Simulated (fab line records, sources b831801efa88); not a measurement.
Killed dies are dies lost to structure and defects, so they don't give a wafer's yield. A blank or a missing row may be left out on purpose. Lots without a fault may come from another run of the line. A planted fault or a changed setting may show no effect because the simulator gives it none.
Which tool did it? | flow gf180mcu | 12 lots, 36 wafers sampled, at 1 step of a route of 602

WHAT THE GAUGES READ, wafer by wafer
GF_STI_BOW_MEAS_00.
lot  | measured    | on            | INCOMING_BOW (um)
L075 | day 1 15:01 | film_metro-02 | -3 -3 11
L077 | day 2 01:01 | film_metro-03 | -5 3 6
L079 | day 2 11:02 | film_metro-02 | 7 -7 -3
L081 | day 2 21:00 | film_metro-03 | -7 -3 -6
L083 | day 3 07:00 | film_metro-02 | 0 9 5
L085 | day 3 17:04 | film_metro-04 | -6 2 -3
L087 | day 4 03:00 | film_metro-02 | 5 8 -10
L089 | day 4 13:01 | film_metro-04 | -6 -5 6
L091 | day 4 23:00 | film_metro-03 | -6 -4 -12
L093 | day 5 09:00 | film_metro-03 | -9 -1 -10
L095 | day 5 19:00 | film_metro-03 | -7 1 11
L097 | day 6 05:01 | film_metro-02 | -7 -4 11

WHICH TOOL RAN EACH LOT (tool, then ch and the chambers of the sampled wafers, then the start)
The record holds no process step before these readings.

THE ANSWER, worked out from the rows above alone
Rule: what is usual is taken from the lots themselves. Put in order of their means at a reading, lots are off if they are a third of the lots or fewer, leave a main group of 4 or more, and stand apart from it by a gap of 3 or more times the standard deviation of the main group's means; of several such gaps the widest counts. A main group whose means are all the same, to the digits that the tables above print for the reading, isn't used. A lot without any number at a reading at which 4 lots or more have one is off too. The other lots that the step has rows for count as sound.
No lot is off at any reading shown: from this, nothing can be told.

WHAT THE SIMULATOR HAD PUT IN
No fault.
